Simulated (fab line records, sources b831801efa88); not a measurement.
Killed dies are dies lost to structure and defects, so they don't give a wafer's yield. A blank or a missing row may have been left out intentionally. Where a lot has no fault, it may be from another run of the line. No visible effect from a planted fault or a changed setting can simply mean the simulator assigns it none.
Which tool was responsible?	flow gf180mcu	6 lots with 18 wafers sampled at 2 steps, on a route of 602 steps

== WHAT THE GAUGES SHOWED, per wafer ==
GF_V4_RS_MEAS_24: the measuring method here is four-point-probe.
lot	measured	on	V4_W_RS (ohm/sq)
L979	day 25 16:48	film-metro-03	0.327 0.333 0.328
L981	day 26 13:25	film-metro-04	0.322 0.322 0.322
L984	day 27 16:41	film-metro-01	0.322 0.329 0.329
L985	day 27 19:25	film-metro-03	0.319 0.327 0.320
L990	day 29 00:47	film-metro-01	0.319 0.329 0.326
L999	day 31 00:23	film-metro-03	0.324 0.322 0.325

== TOOL THAT RAN EACH LOT (tool first, then ch and the chambers of the sampled wafers, then the start) ==
lot	GF_V4_SPUTTER_21
L979	pvd-sputter-01, day 25 16:35
L981	pvd-sputter-03, day 26 13:13
L984	pvd-sputter-02, day 27 16:28
L985	pvd-sputter-02, day 27 19:07
L990	pvd-sputter-03, day 29 00:35
L999	pvd-sputter-03, day 31 00:10
- GF_V4_SPUTTER_21: material Ti, target thk 15 nm, time 80.02 s.

== THE ANSWER, worked out from the rows above alone ==
Rule: the lots themselves supply what counts as usual. Put in order of their means at a reading, lots are off if they are a third of the lots or fewer, leave a main group of 4 or more, and stand apart from it by a gap of 3 or more times the standard deviation of the main group's means; of several such gaps the widest counts. A main group is skipped when, at the precision printed for the reading in the tables above, its means are all equal. A lot without any number at a reading at which 4 lots or more have one is off too. Any other lot the step has rows for is counted as sound.
Nothing can be told from this: no lot is off at any reading shown.

== WHAT THE SIMULATOR PUT IN ==
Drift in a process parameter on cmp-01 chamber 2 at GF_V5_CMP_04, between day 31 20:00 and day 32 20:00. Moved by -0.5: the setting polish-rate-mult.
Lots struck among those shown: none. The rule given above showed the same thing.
